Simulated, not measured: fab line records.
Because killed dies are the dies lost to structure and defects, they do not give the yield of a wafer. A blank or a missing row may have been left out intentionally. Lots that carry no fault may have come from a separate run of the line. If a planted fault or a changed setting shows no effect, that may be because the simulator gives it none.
Chamber matching -- flow sky130 -- SKY_FIELD_ISO_CMP_27 on cmp-02: 4 sister chambers
The step polishes, stops on Si3N4, t overpolish 16 s, target thk 457.8 nm. 24 wafers are shown with their chamber, then 12 later ones without.

## WAFERS WITH THEIR CHAMBER
wafer,chamber,motor-current-A (A),time-to-endpoint-s (s),overpolish-run-s (s)
L108.1,2,10.4,117,16.019
L108.2,0,12.3,106,15.984
L108.6,1,11.6,113,16.004
L111.2,3,9.9,118,15.990
L111.4,2,10.6,114,15.990
L111.5,2,10.7,111,15.998
L113.1,3,9.9,124,15.993
L113.4,1,11.7,121,16.003
L113.6,2,10.5,120,15.992
L117.1,1,11.4,102,16.003
L117.2,0,13.0,101,15.991
L117.6,1,11.5,106,15.998
L123.2,3,9.6,118,16.009
L123.3,0,12.9,100,15.989
L123.5,1,12.0,115,15.999
L124.1,1,11.4,108,15.997
L124.2,0,13.4,102,16.000
L124.5,0,12.7,104,15.994
L125.1,0,12.7,106,15.992
L125.2,1,10.8,111,16.016
L125.5,1,11.3,110,16.004
L126.1,1,11.8,110,15.993
L126.4,2,10.5,108,16.004
L126.6,0,12.9,104,16.001

SIGNATURES, as means of the wafers listed above
reading,chamber 0,chamber 1,chamber 2,chamber 3,scatter within a chamber
motor-current-A,12.843,11.500,10.540,9.800,0.294
time-to-endpoint-s,103.29,110.67,114.00,120.00,4.38
overpolish-run-s,15.99300,16.00189,16.00060,15.99733,0.00808
Rule: for a wafer and a chamber, the distance is found by dividing, reading by reading, the gap between the wafer's reading and the chamber's mean by the reading's scatter, squaring, summing and taking the root. If the next closest chamber is less than 2 further off than the closest, the wafer can't be placed; otherwise it belongs to the closest. The scatter: the root of (the sum of the squares of (reading less its chamber's mean) over the shown wafers, divided by (wafers less chambers)).

## WAFERS WITH NO CHAMBER GIVEN
wafer,motor-current-A (A),time-to-endpoint-s (s),overpolish-run-s (s)
L127.1,10.2,113,16.013
L127.2,9.8,113,16.007
L127.3,13.5,99,15.998
L128.1,13.6,95,15.990
L128.2,10.2,107,16.012
L128.6,10.7,105,15.992
L129.1,11.6,103,15.993
L129.2,13.0,100,16.006
L129.6,11.0,109,16.002
L131.3,9.7,122,16.022
L131.4,11.0,115,15.986
L131.5,11.5,116,15.990

## EACH ONE'S CHAMBER
wafer,from the rows above,in truth
L127.1,can't be placed: 2 or 3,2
L127.2,can't be placed: 3 or 2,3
L127.3,0,0
L128.1,0,0
L128.2,can't be placed: 2 or 3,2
L128.6,can't be placed: 2 or 1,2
L129.1,1,1
L129.2,0,0
L129.6,can't be placed: 1 or 2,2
L131.3,can't be placed: 3 or 2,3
L131.4,can't be placed: 2 or 1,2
L131.5,can't be placed: 1 or 2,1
Correct placement for 4 of the 12. From these rows, 8 cannot be placed; in 8 the true chamber is one of the candidates. Wrongly placed: 0.
